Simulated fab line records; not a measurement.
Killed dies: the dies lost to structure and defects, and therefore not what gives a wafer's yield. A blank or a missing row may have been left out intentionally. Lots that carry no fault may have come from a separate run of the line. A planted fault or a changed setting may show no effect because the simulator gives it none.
fab line records	flow gf180mcu
record: lots: 24	wafers: 72	last-day: 34
route steps=602 shown POLY_GATE@171 M1@330 V2@398 V5@545
lots untouched by any fault: they come from a run of this same line in which no faults occurred
start-h: start of the lot's first displayed wafer, in hours after the record's first day	wait-h: how many hours have passed since the lot's step before this one	" identical to the entry in the row above	L1.1+2: one row covering several wafers at once	- value missing, or start not given	* or withheld: withheld	< > ~ a bound
route shown NAME@n: names a module that has steps shown in the file, with the first one's number in the route	usual: mean/standard deviation taken from wafers without a fault	same: alike in all rows	chamber/n: place in a boat	sites: per-site readings	_std_site: the standard deviation of these	_edge_site: inner sites' mean taken away from outer sites' mean	radius-mm: for every site, how far away it sits from the centre of the wafer	mask NAME#n: copy n	behind: the most recent tool/chamber to have shaped the wafer	hold: reason for holding the lot/hours on hold/outcome of the hold	device: which transistor (n, p or np) failed to switch	end of line: the route-end tests of the same wafers	step lacking rows: just its recipe	killed: dies that structure and defects cost at the first sort, which is not the same as the wafer's yield	map: the dies of a wafer, with x for killed, . for not killed, _ for no die there
set.NAME: the setting as run; set.NAME@STEP: as run at that earlier step	model.NAME: the simulator's own value behind a step, which no gauge read
a sample of lots followed through the steps of the route, with each step as a table and each wafer as a row
services: the hour from which a tool's chamber was out of use, counted from the record's first day as start-h (under 0 if before that day), plus the number of hours and why
== steps ==
step: GF_POLY_GATE_STRIP_14
recipe: chemistry: O2/N2	power-w: 1400	pressure-mtorr: 1500	platen-temp-c: 250	o2-flow-sccm: 3000	n2-flow-sccm: 300	overash-fraction: 0.5
usual: drypump-motor-current-A: 5.5/0.38	heater-power-w: 313/31	oes-product-au: 0.506/0.0047	platen-temp-c: 249.99/0.17
lot.wafer	tool	chamber	start-h	wait-h	drypump-motor-current-A	heater-power-w	oes-product-au	platen-temp-c	rf-hours-counter-h
L074.1	plasma-asher-04	1	193.90	0.0	5.8	322	0.505	249.91	8
L074.4	"	0	"	"	5.5	339	0.511	249.87	-
L074.6	"	1	"	"	5.8	332	0.503	249.92	-
L075.1	plasma-asher-04	1	199.34	0.0	5.8	328	0.512	250.01	9
L075.2	"	0	"	"	5.5	341	0.515	250.04	9
L075.5	"	1	"	"	5.8	332	0.501	250.04	-
L076.1	plasma-asher-04	0	204.45	0.0	5.5	336	0.503	250.05	9
L076.5	"	1	"	"	5.8	329	0.504	249.97	-
L076.6	"	0	"	"	5.5	330	0.509	249.65	-
L077.1	plasma-asher-03	0	219.60	0.0	6.1	335	0.510	250.03	50
L077.2	"	1	"	"	5.3	246	0.502	249.96	50
L077.6	"	0	"	"	6.1	342	0.505	250.30	-
L078.2	plasma-asher-01	1	226.10	0.0	4.8	318	0.507	249.98	45
L078.4	"	0	"	"	5.4	292	0.506	249.93	-
L078.6	"	1	"	"	4.8	318	0.503	250.08	-
L079.1	plasma-asher-01	1	233.45	0.0	4.8	325	0.510	250.14	46
L079.5	"	0	"	"	5.4	296	0.497	249.77	-
L079.6	"	1	"	"	4.8	319	0.513	249.89	-
L080.3	plasma-asher-04	1	236.97	0.1	5.8	320	0.503	249.86	-
L080.4	"	0	"	"	5.5	333	0.509	250.19	-
L080.6	"	1	"	"	5.8	322	0.506	249.92	-
L081.2	plasma-asher-03	1	239.99	0.0	5.4	245	0.512	250.02	53
L081.3	"	0	"	"	6.1	338	0.498	250.14	-
L081.4	"	1	"	"	5.4	241	0.508	250.06	-
L082.3	plasma-asher-01	1	257.78	0.1	4.8	321	0.510	249.97	-
L082.5	"	1	"	"	4.8	313	0.518	249.97	-
L082.6	"	0	"	"	5.4	300	0.504	249.88	-
L083.1	plasma-asher-04	0	258.09	0.0	5.5	339	0.506	249.60	14
L083.3	"	0	"	"	5.5	334	0.511	249.73	-
L083.5	"	1	"	"	5.8	324	0.500	250.39	-
L084.1	plasma-asher-03	1	264.25	0.0	5.4	248	0.508	250.15	55
L084.3	"	0	"	"	6.1	336	0.507	250.21	-
L084.4	"	1	"	"	5.4	250	0.508	249.88	-
L085.1	plasma-asher-01	1	271.10	0.0	4.8	312	0.507	249.78	50
L085.5	"	1	"	"	4.8	324	0.511	249.89	-
L085.6	"	0	"	"	5.4	300	0.509	250.06	-
L086.1	plasma-asher-01	0	281.89	0.0	5.4	300	0.511	249.82	51
L086.2	"	1	"	"	4.8	322	0.508	250.23	51
L086.5	"	1	"	"	4.8	324	0.518	250.00	-
L087.3	plasma-asher-03	1	295.12	0.1	5.4	250	0.503	249.99	-
L087.4	"	0	"	"	6.1	334	0.509	249.96	-
L087.5	"	0	"	"	6.1	336	0.491	250.13	-
L088.1	plasma-asher-01	1	307.34	0.0	4.8	322	0.509	250.03	54
L088.2	"	0	"	"	5.4	291	0.500	249.72	54
L088.6	"	0	"	"	5.4	288	0.506	249.93	-
L089.1	plasma-asher-04	1	311.49	0.0	5.8	327	0.502	249.86	20
L089.4	"	1	"	"	5.8	328	0.508	249.89	-
L089.5	"	1	"	"	5.8	319	0.496	249.69	-
L090.2	plasma-asher-04	1	316.17	0.0	5.8	325	0.502	249.77	20
L090.3	"	1	"	"	5.8	327	0.509	249.83	-
L090.4	"	0	"	"	5.5	339	0.507	250.16	-
L091.2	plasma-asher-03	1	323.20	0.0	5.4	247	0.503	249.99	60
L091.3	"	1	"	"	5.4	248	0.503	249.98	-
L091.5	"	0	"	"	6.1	337	0.513	250.13	-
L092.2	plasma-asher-01	1	332.74	0.0	4.8	320	0.506	250.05	57
L092.4	"	0	"	"	5.4	289	0.502	250.10	-
L092.6	"	1	"	"	4.8	332	0.505	250.49	-
L093.1	plasma-asher-04	1	334.99	0.0	5.8	328	0.510	250.17	22
L093.2	"	0	"	"	5.5	338	0.508	249.97	22
L093.4	"	1	"	"	5.8	326	0.509	250.20	-
L094.1	plasma-asher-04	1	343.49	0.0	5.8	320	0.500	250.15	23
L094.3	"	1	"	"	5.8	327	0.507	250.14	-
L094.5	"	1	"	"	5.8	318	0.510	250.30	-
L095.1	plasma-asher-03	0	348.40	0.0	6.1	333	0.512	250.20	61
L095.3	"	0	"	"	6.1	321	0.506	249.80	-
L095.6	"	1	"	"	5.3	248	0.516	250.10	-
L096.1	plasma-asher-04	1	351.73	0.0	5.8	327	0.507	249.89	24
L096.2	"	0	"	"	5.5	344	0.498	250.03	24
L096.5	"	0	"	"	5.5	346	0.502	249.74	-
L097.1	plasma-asher-03	0	360.94	0.0	6.1	333	0.501	249.96	62
L097.2	"	1	"	"	5.4	248	0.503	250.23	62
L097.6	"	1	"	"	5.4	251	0.499	250.18	-
step: GF_M1_OVL_MEAS_15
usual: M1_OVL: 2/5.9
lot.wafer	tool	chamber	start-h	wait-h	M1_OVL[nm]
L074.1	overlay-01	-	380.80	0.1	-2
L074.4	"	-	"	"	3
L074.6	"	-	"	"	2
L075.1	overlay-01	-	388.98	0.1	-1
L075.2	"	-	"	"	-2
L075.5	"	-	"	"	-1
L076.1	overlay-01	-	397.30	0.1	5
L076.5	"	-	"	"	-3
L076.6	"	-	"	"	4
L077.1	overlay-02	-	417.58	0.1	7
L077.2	"	-	"	"	2
L077.6	"	-	"	"	6
L078.2	overlay-01	-	424.81	0.1	1
L078.4	"	-	"	"	5
L078.6	"	-	"	"	5
L079.1	overlay-01	-	435.53	0.1	-16
L079.5	"	-	"	"	-1
L079.6	"	-	"	"	-13
L080.3	overlay-02	-	441.32	0.1	1
L080.4	"	-	"	"	13
L080.6	"	-	"	"	3
L081.2	overlay-02	-	443.81	0.1	0
L081.3	"	-	"	"	-2
L081.4	"	-	"	"	5
L082.3	overlay-02	-	464.94	0.1	-1
L082.5	"	-	"	"	-1
L082.6	"	-	"	"	-3
L083.1	overlay-02	-	467.15	0.1	1
L083.3	"	-	"	"	-7
L083.5	"	-	"	"	-2
L084.1	overlay-02	-	474.78	0.1	7
L084.3	"	-	"	"	11
L084.4	"	-	"	"	5
L085.1	overlay-01	-	483.90	0.1	5
L085.5	"	-	"	"	7
L085.6	"	-	"	"	8
L086.1	overlay-02	-	494.68	0.1	11
L086.2	"	-	"	"	6
L086.5	"	-	"	"	11
L087.3	overlay-01	-	507.26	0.1	3
L087.4	"	-	"	"	3
L087.5	"	-	"	"	-3
L088.1	overlay-01	-	525.40	0.1	11
L088.2	"	-	"	"	7
L088.6	"	-	"	"	9
L089.1	overlay-02	-	528.80	0.1	10
L089.4	"	-	"	"	3
L089.5	"	-	"	"	13
L090.2	overlay-02	-	533.76	0.1	6
L090.3	"	-	"	"	-1
L090.4	"	-	"	"	2
L091.2	overlay-02	-	541.70	0.1	3
L091.3	"	-	"	"	3
L091.5	"	-	"	"	0
L092.2	overlay-01	-	552.05	0.1	5
L092.4	"	-	"	"	5
L092.6	"	-	"	"	6
L093.1	overlay-01	-	553.76	0.1	6
L093.2	"	-	"	"	1
L093.4	"	-	"	"	4
L094.1	overlay-01	-	562.95	0.1	7
L094.3	"	-	"	"	3
L094.5	"	-	"	"	-2
L095.1	overlay-02	-	569.41	0.1	-7
L095.3	"	-	"	"	-5
L095.6	"	-	"	"	-8
L096.1	overlay-01	-	573.03	0.1	-2
L096.2	"	-	"	"	6
L096.5	"	-	"	"	-6
L097.1	overlay-01	-	582.65	0.1	-3
L097.2	"	-	"	"	1
L097.6	"	-	"	"	0
step: GF_V2_ETCH_16
recipe: chemistry: N2/H2	target-depth-a: withheld	overetch-a: withheld	time-s: withheld	target: BARC	ion-energy-ev: 200	source-w: 500	bias-w: 100	pressure-mtorr: 30	n2-flow-sccm: 100	h2-flow-sccm: 200
usual: drypump-motor-current-A: 5.7/0.45	oes-product-au: 0.854/0.005	throttle-valve-pct: 13.225/0.009
lot.wafer	tool	chamber	start-h	wait-h	drypump-motor-current-A	oes-product-au	throttle-valve-pct
L074.1	rie-diel-03	0	457.27	0.0	5.1	0.853	13.236
L074.4	"	1	"	"	6.0	0.851	13.237
L074.6	"	2	"	"	6.1	0.853	13.229
L075.1	rie-diel-04	2	465.33	0.0	5.4	0.851	13.233
L075.2	"	1	"	"	5.1	0.855	13.228
L075.5	"	1	"	"	5.2	0.857	13.225
L076.1	rie-diel-02	1	473.78	0.0	5.8	0.854	13.221
L076.5	"	1	"	"	5.8	0.852	13.227
L076.6	"	2	"	"	5.0	0.852	13.216
L077.1	rie-diel-02	2	494.37	0.0	5.0	0.855	13.213
L077.2	"	0	"	"	5.2	0.853	13.230
L077.6	"	1	"	"	5.8	0.855	13.223
L078.2	rie-diel-03	3	501.93	0.0	5.9	0.856	13.225
L078.4	"	2	"	"	6.2	0.858	13.231
L078.6	"	3	"	"	5.8	0.851	13.223
L079.1	rie-diel-04	3	511.93	0.0	5.9	0.858	13.220
L079.5	"	2	"	"	5.3	0.854	13.242
L079.6	"	3	"	"	5.9	0.848	13.228
L080.3	rie-diel-02	2	517.78	0.0	5.0	0.852	13.215
L080.4	"	0	"	"	5.3	0.858	13.229
L080.6	"	2	"	"	5.0	0.855	13.222
L081.2	rie-diel-03	1	518.98	0.0	6.0	0.847	13.237
L081.3	"	3	"	"	5.9	0.859	13.230
L081.4	"	0	"	"	5.1	0.854	13.234
L082.3	rie-diel-03	2	539.62	0.0	6.1	0.848	13.219
L082.5	"	1	"	"	6.0	0.862	13.226
L082.6	"	2	"	"	6.1	0.860	13.221
L083.1	rie-diel-02	3	540.33	0.0	5.5	0.861	13.221
L083.3	"	2	"	"	5.0	0.858	13.244
L083.5	"	3	"	"	5.6	0.850	13.231
L084.1	rie-diel-04	1	548.57	0.0	5.2	0.859	13.220
L084.3	"	2	"	"	5.4	0.869	13.237
L084.4	"	3	"	"	5.9	0.859	13.225
L085.1	rie-diel-04	2	558.38	0.0	5.4	0.861	13.229
L085.5	"	3	"	"	5.9	0.851	13.225
L085.6	"	0	"	"	6.6	0.849	13.223
L086.1	rie-diel-04	3	568.42	0.0	5.9	0.859	13.211
L086.2	"	1	"	"	5.2	0.858	13.220
L086.5	"	1	"	"	5.2	0.858	13.228
L087.3	rie-diel-04	0	579.27	0.0	6.6	0.859	13.224
L087.4	"	3	"	"	5.9	0.853	13.229
L087.5	"	0	"	"	6.6	0.849	13.216
L088.1	rie-diel-04	3	596.97	0.0	5.9	0.853	13.233
L088.2	"	2	"	"	5.3	0.856	13.228
L088.6	"	3	"	"	5.9	0.855	13.219
L089.1	rie-diel-02	0	598.87	0.0	5.2	0.849	13.215
L089.4	"	2	"	"	5.0	0.852	13.214
L089.5	"	0	"	"	5.3	0.851	13.231
L090.2	rie-diel-03	1	603.97	0.0	6.0	0.843	13.223
L090.3	"	3	"	"	5.9	0.851	13.196
L090.4	"	2	"	"	6.1	0.852	13.238
L091.2	rie-diel-03	2	610.88	0.0	6.1	0.849	13.231
L091.3	"	3	"	"	5.9	0.853	13.223
L091.5	"	3	"	"	5.8	0.850	13.231
L092.2	rie-diel-02	3	622.32	0.0	5.6	0.855	13.218
L092.4	"	2	"	"	5.0	0.864	13.232
L092.6	"	2	"	"	5.0	0.850	13.222
L093.1	rie-diel-04	2	623.39	0.0	5.3	0.859	13.196
L093.2	"	0	"	"	6.5	0.848	13.235
L093.4	"	2	"	"	5.4	0.855	13.230
L094.1	rie-diel-03	1	630.27	0.0	6.0	0.857	13.222
L094.3	"	2	"	"	6.1	0.852	13.221
L094.5	"	3	"	"	5.9	0.843	13.204
L095.1	rie-diel-03	3	636.41	0.0	5.9	0.845	13.220
L095.3	"	0	"	"	5.1	0.854	13.232
L095.6	"	3	"	"	5.9	0.846	13.228
L096.1	rie-diel-02	3	640.07	0.0	5.6	0.853	13.233
L096.2	"	2	"	"	5.0	0.854	13.221
L096.5	"	0	"	"	5.3	0.847	13.231
L097.1	rie-diel-02	2	648.79	0.0	5.0	0.850	13.226
L097.2	"	0	"	"	5.3	0.854	13.229
L097.6	"	1	"	"	5.8	0.854	13.232
step: GF_V5_BOW_MEAS_05
recipe: mode: bow
usual: V5_BOW: 131/11
lot.wafer	tool	chamber	start-h	wait-h	V5_BOW[um]
L074.1	film-metro-01	-	603.42	0.2	145
L074.4	"	-	"	"	154
L074.6	"	-	"	"	147
L075.1	film-metro-01	-	610.50	0.2	132
L075.2	"	-	"	"	147
L075.5	"	-	"	"	126
L076.1	film-metro-02	-	618.29	0.1	133
L076.5	"	-	"	"	136
L076.6	"	-	"	"	143
L077.1	film-metro-03	-	635.68	0.1	144
L077.2	"	-	"	"	132
L077.6	"	-	"	"	126
L078.2	film-metro-01	-	642.21	0.1	121
L078.4	"	-	"	"	120
L078.6	"	-	"	"	114
L079.1	film-metro-02	-	650.56	0.2	133
L079.5	"	-	"	"	125
L079.6	"	-	"	"	142
L080.3	film-metro-01	-	656.02	0.2	127
L080.4	"	-	"	"	131
L080.6	"	-	"	"	137
L081.2	film-metro-03	-	656.73	0.1	124
L081.3	"	-	"	"	120
L081.4	"	-	"	"	130
L082.3	film-metro-03	-	673.70	0.3	136
L082.5	"	-	"	"	132
L082.6	"	-	"	"	143
L083.1	film-metro-03	-	674.26	0.1	136
L083.3	"	-	"	"	129
L083.5	"	-	"	"	128
L084.1	film-metro-01	-	681.63	0.2	136
L084.3	"	-	"	"	133
L084.4	"	-	"	"	149
L085.1	film-metro-01	-	689.89	0.1	149
L085.5	"	-	"	"	140
L085.6	"	-	"	"	148
L086.1	film-metro-01	-	699.06	0.2	110
L086.2	"	-	"	"	109
L086.5	"	-	"	"	103
L087.3	film-metro-03	-	707.13	0.2	110
L087.4	"	-	"	"	118
L087.5	"	-	"	"	131
L088.1	film-metro-03	-	722.91	0.2	121
L088.2	"	-	"	"	134
L088.6	"	-	"	"	138
L089.1	film-metro-01	-	723.56	0.2	127
L089.4	"	-	"	"	115
L089.5	"	-	"	"	130
L090.2	film-metro-01	-	728.43	0.3	137
L090.3	"	-	"	"	136
L090.4	"	-	"	"	120
L091.2	film-metro-01	-	735.18	0.1	131
L091.3	"	-	"	"	124
L091.5	"	-	"	"	125
L092.2	film-metro-02	-	743.74	0.2	117
L092.4	"	-	"	"	120
L092.6	"	-	"	"	107
L093.1	film-metro-01	-	745.61	0.2	133
L093.2	"	-	"	"	140
L093.4	"	-	"	"	145
L094.1	film-metro-03	-	761.22	0.1	137
L094.3	"	-	"	"	135
L094.5	"	-	"	"	132
L096.1	film-metro-03	-	761.39	0.1	141
L096.2	"	-	"	"	134
L096.5	"	-	"	"	133
L095.1	film-metro-01	-	761.52	0.2	128
L095.3	"	-	"	"	132
L095.6	"	-	"	"	129
L097.1	film-metro-01	-	764.90	0.2	149
L097.2	"	-	"	"	140
L097.6	"	-	"	"	123
step: GF_V5_SPUTTER_22
recipe: material: TiN	target-thk-nm: 10	chamber-pressure-pa: 5	power-w: 4000	time-s: 40
usual: throttle-valve-pct: 30.0/0.71
lot.wafer	tool	chamber	start-h	wait-h	throttle-valve-pct
L074.1	pvd-sputter-02	-	625.30	0.0	29.5
L074.4	"	-	"	"	30.8
L074.6	"	-	"	"	30.0
L075.1	pvd-sputter-02	-	632.24	0.0	30.6
L075.2	"	-	"	"	29.9
L075.5	"	-	"	"	30.1
L076.1	pvd-sputter-03	-	639.09	0.0	30.9
L076.5	"	-	"	"	30.9
L076.6	"	-	"	"	30.3
L077.1	pvd-sputter-02	-	656.62	0.0	30.9
L077.2	"	-	"	"	30.0
L077.6	"	-	"	"	30.2
L078.2	pvd-sputter-04	-	662.82	0.0	29.3
L078.4	"	-	"	"	28.7
L078.6	"	-	"	"	29.6
L079.1	pvd-sputter-02	-	670.94	0.0	29.6
L079.5	"	-	"	"	30.7
L079.6	"	-	"	"	30.6
L080.3	pvd-sputter-02	-	675.59	0.0	29.8
L080.4	"	-	"	"	29.7
L080.6	"	-	"	"	30.4
L081.2	pvd-sputter-04	-	676.62	0.0	30.6
L081.3	"	-	"	"	28.2
L081.4	"	-	"	"	29.8
L082.3	pvd-sputter-04	-	692.94	0.0	28.5
L082.5	"	-	"	"	29.4
L082.6	"	-	"	"	30.4
L083.1	pvd-sputter-03	-	693.48	0.0	30.4
L083.3	"	-	"	"	29.5
L083.5	"	-	"	"	29.6
L084.1	pvd-sputter-02	-	701.34	0.0	30.3
L084.3	"	-	"	"	29.3
L084.4	"	-	"	"	30.9
L085.1	pvd-sputter-02	-	709.13	0.0	29.4
L085.5	"	-	"	"	30.2
L085.6	"	-	"	"	30.5
L086.1	pvd-sputter-04	-	718.07	0.0	29.5
L086.2	"	-	"	"	28.3
L086.5	"	-	"	"	28.4
L087.3	pvd-sputter-03	-	726.66	0.0	30.4
L087.4	"	-	"	"	30.2
L087.5	"	-	"	"	30.3
L088.1	pvd-sputter-02	-	740.87	0.0	29.6
L088.2	"	-	"	"	30.9
L088.6	"	-	"	"	30.8
L089.1	pvd-sputter-02	-	742.14	0.0	29.8
L089.4	"	-	"	"	30.9
L089.5	"	-	"	"	29.8
L090.2	pvd-sputter-02	-	746.52	0.0	30.7
L090.3	"	-	"	"	30.7
L090.4	"	-	"	"	30.1
L091.2	pvd-sputter-04	-	752.92	0.0	30.8
L091.3	"	-	"	"	28.8
L091.5	"	-	"	"	28.4
L092.2	pvd-sputter-04	-	760.98	0.0	29.6
L092.4	"	-	"	"	29.8
L092.6	"	-	"	"	29.6
L093.1	pvd-sputter-04	-	762.49	0.0	28.7
L093.2	"	-	"	"	29.8
L093.4	"	-	"	"	30.6
L094.1	pvd-sputter-02	-	777.93	0.0	30.2
L094.3	"	-	"	"	29.7
L094.5	"	-	"	"	30.3
L096.1	pvd-sputter-04	-	778.28	0.0	30.8
L096.2	"	-	"	"	29.7
L096.5	"	-	"	"	28.6
L095.1	pvd-sputter-04	-	778.43	0.0	29.6
L095.3	"	-	"	"	30.6
L095.6	"	-	"	"	30.7
L097.1	pvd-sputter-04	-	781.88	0.0	29.9
L097.2	"	-	"	"	30.9
L097.6	"	-	"	"	30.7
step: GF_V5_CVD_23
recipe: material: W	target-thk-nm: 350	time-s: 104.9	temp-c: 400	pressure-torr: 40
usual: heater-power-w: 792/88
lot.wafer	tool	chamber	start-h	wait-h	heater-power-w
L074.1	cvd-w-02	1	625.34	0.0	694
L074.4	"	0	"	"	897
L074.6	"	1	"	"	672
L075.1	cvd-w-02	0	632.27	0.0	875
L075.2	"	1	"	"	689
L075.5	"	0	"	"	897
L076.1	cvd-w-01	1	639.13	0.0	879
L076.5	"	1	"	"	856
L076.6	"	0	"	"	729
L077.1	cvd-w-02	0	656.65	0.0	899
L077.2	"	1	"	"	696
L077.6	"	0	"	"	910
L078.2	cvd-w-01	0	662.90	0.1	726
L078.4	"	0	"	"	701
L078.6	"	0	"	"	715
L079.1	cvd-w-01	0	670.98	0.0	711
L079.5	"	1	"	"	861
L079.6	"	0	"	"	712
L080.3	cvd-w-01	1	675.67	0.1	859
L080.4	"	0	"	"	706
L080.6	"	0	"	"	735
L081.2	cvd-w-01	1	676.66	0.0	881
L081.3	"	0	"	"	719
L081.4	"	1	"	"	879
L082.3	cvd-w-01	1	693.02	0.1	875
L082.5	"	1	"	"	873
L082.6	"	0	"	"	706
L083.1	cvd-w-01	0	693.52	0.0	710
L083.3	"	1	"	"	877
L083.5	"	0	"	"	731
L084.1	cvd-w-01	0	701.38	0.0	740
L084.3	"	0	"	"	694
L084.4	"	1	"	"	879
L085.1	cvd-w-02	0	709.17	0.0	892
L085.5	"	0	"	"	889
L085.6	"	1	"	"	683
L086.1	cvd-w-02	1	718.11	0.0	703
L086.2	"	0	"	"	904
L086.5	"	0	"	"	906
L087.3	cvd-w-01	0	726.74	0.1	715
L087.4	"	1	"	"	865
L087.5	"	1	"	"	900
L088.1	cvd-w-01	0	740.91	0.0	712
L088.2	"	1	"	"	876
L088.6	"	0	"	"	728
L089.1	cvd-w-01	1	742.18	0.0	855
L089.4	"	0	"	"	722
L089.5	"	0	"	"	713
L090.2	cvd-w-01	0	746.63	0.1	745
L090.3	"	0	"	"	716
L090.4	"	1	"	"	878
L091.2	cvd-w-01	1	752.96	0.0	897
L091.3	"	0	"	"	712
L091.5	"	1	"	"	874
L092.2	cvd-w-02	0	761.02	0.0	899
L092.4	"	0	"	"	896
L092.6	"	0	"	"	874
L093.1	cvd-w-01	0	762.53	0.0	714
L093.2	"	1	"	"	899
L093.4	"	1	"	"	893
L094.1	cvd-w-01	1	777.97	0.0	868
L094.3	"	1	"	"	892
L094.5	"	0	"	"	715
L096.1	cvd-w-02	1	778.32	0.0	675
L096.2	"	0	"	"	903
L096.5	"	1	"	"	698
L095.1	cvd-w-01	0	778.47	0.0	716
L095.3	"	1	"	"	876
L095.6	"	0	"	"	708
L097.1	cvd-w-02	1	781.92	0.0	694
L097.2	"	0	"	"	893
L097.6	"	0	"	"	909
== services ==
tool	chamber	start-h	hours	kind
rie-diel-04	0	185.06	3.2	repair
plasma-asher-04	-	188.94	1.6	repair
pvd-sputter-04	-	191.66	4.3	repair
pvd-sputter-02	-	201.59	1.1	repair
plasma-asher-04	-	206.65	2.8	pm
cvd-w-01	1	237.46	1.5	repair
cvd-w-02	-	245.41	28.1	pm
rie-diel-02	3	246.97	5.4	repair
rie-diel-02	-	257.64	0.4	repair
pvd-sputter-04	-	302.07	1.6	repair
rie-diel-02	1	304.94	14.2	repair
pvd-sputter-02	-	313.33	2.6	repair
cvd-w-01	-	326.36	1.1	repair
plasma-asher-04	-	360.28	8.3	repair
pvd-sputter-02	-	371.96	4.2	repair
cvd-w-01	-	405.74	1.3	repair
cvd-w-01	-	429.38	6.9	pm
plasma-asher-04	-	512.65	0.5	repair
cvd-w-01	-	522.00	2.8	pm
cvd-w-01	1	653.90	12.5	repair
plasma-asher-04	-	656.14	3.0	repair
cvd-w-01	0	656.54	2.6	repair
plasma-asher-04	-	748.61	13.7	pm
pvd-sputter-02	-	778.29	9.2	repair
== key ==
fault none
